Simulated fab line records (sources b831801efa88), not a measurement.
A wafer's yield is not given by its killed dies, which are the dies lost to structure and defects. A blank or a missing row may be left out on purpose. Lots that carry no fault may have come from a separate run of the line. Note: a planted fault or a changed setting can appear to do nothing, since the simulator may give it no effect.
Which tool was responsible? + flow gf180mcu + Sampling: 11 lots, 33 wafers, 2 of 602 route steps

== WHAT THE GAUGES READ, wafer by wafer ==
GF_V3_RS_MEAS_24: uses a four-point probe to measure.
| lot  | measured     | on            | V3_W_RS (ohm/sq)                    |
|------|--------------|---------------|-------------------------------------|
| L896 | day 22 20:50 | film_metro-01 | 0.327 0.329 0.328                   |
| L897 | day 23 12:56 | film_metro-03 | 0.327 0.326 0.323                   |
| L904 | day 26 01:18 | film_metro-03 | 0.333 0.324 0.331                   |
| L907 | day 26 21:28 | film_metro-01 | 0.330 0.327 0.327                   |
| L910 | day 27 22:59 | film_metro-04 | 0.323 0.299 0.324 0.323 0.298 0.324 |
| L911 | day 28 11:24 | film_metro-03 | 0.331 0.329 0.331                   |
| L913 | day 29 14:11 | film_metro-01 | 0.320 0.322 0.321                   |
| L915 | day 29 14:01 | film_metro-04 | 0.320 0.298 0.296 0.321 0.298 0.296 |
| L916 | day 29 14:14 | film_metro-04 | 0.318 0.295 0.322 0.318 0.294 0.321 |
| L914 | day 29 14:44 | film_metro-04 | 0.327 0.326 0.324                   |
| L918 | day 30 09:16 | film_metro-04 | 0.330 0.326 0.327                   |

== EACH LOT AND THE TOOL THAT RAN IT (in order: tool; ch and the chambers of the sampled wafers; start) ==
| lot  | GF_V3_CVD_23                  |
|------|-------------------------------|
| L896 | cvd_w-02 ch 0,1, day 22 20:43 |
| L897 | cvd_w-01 ch 1, day 23 12:44   |
| L904 | cvd_w-01 ch 0,1, day 26 01:11 |
| L907 | cvd_w-02 ch 0,1, day 26 21:22 |
| L910 | cvd_w-01 ch 0,1, day 27 22:52 |
| L911 | cvd_w-02 ch 0, day 28 11:11   |
| L913 | cvd_w-02 ch 0, day 29 13:50   |
| L915 | cvd_w-01 ch 0,1, day 29 13:54 |
| L916 | cvd_w-01 ch 0,1, day 29 14:06 |
| L914 | cvd_w-02 ch 0, day 29 14:31   |
| L918 | cvd_w-02 ch 0,1, day 30 09:08 |
- GF_V3_CVD_23: deposits W, target thk 350 nm, time 104.9 s.

== THE ANSWER, worked out from the rows above alone ==
Rule: the lots themselves supply what counts as usual. The widest of any qualifying gaps counts: lots, ordered by their means at a reading, are off when they make up no more than a third of the lots, leave a main group of 4 or more, and stand apart from it by 3 or more times the standard deviation of that group's means. A main group is skipped when, at the precision printed for the reading in the tables above, its means are all equal. A lot without any number at a reading at which 4 lots or more have one is off too. Any other lot the step has rows for is counted as sound.
Nothing can be told from this: no lot is off at any reading shown.

== WHAT THE SIMULATOR HAD INSERTED ==
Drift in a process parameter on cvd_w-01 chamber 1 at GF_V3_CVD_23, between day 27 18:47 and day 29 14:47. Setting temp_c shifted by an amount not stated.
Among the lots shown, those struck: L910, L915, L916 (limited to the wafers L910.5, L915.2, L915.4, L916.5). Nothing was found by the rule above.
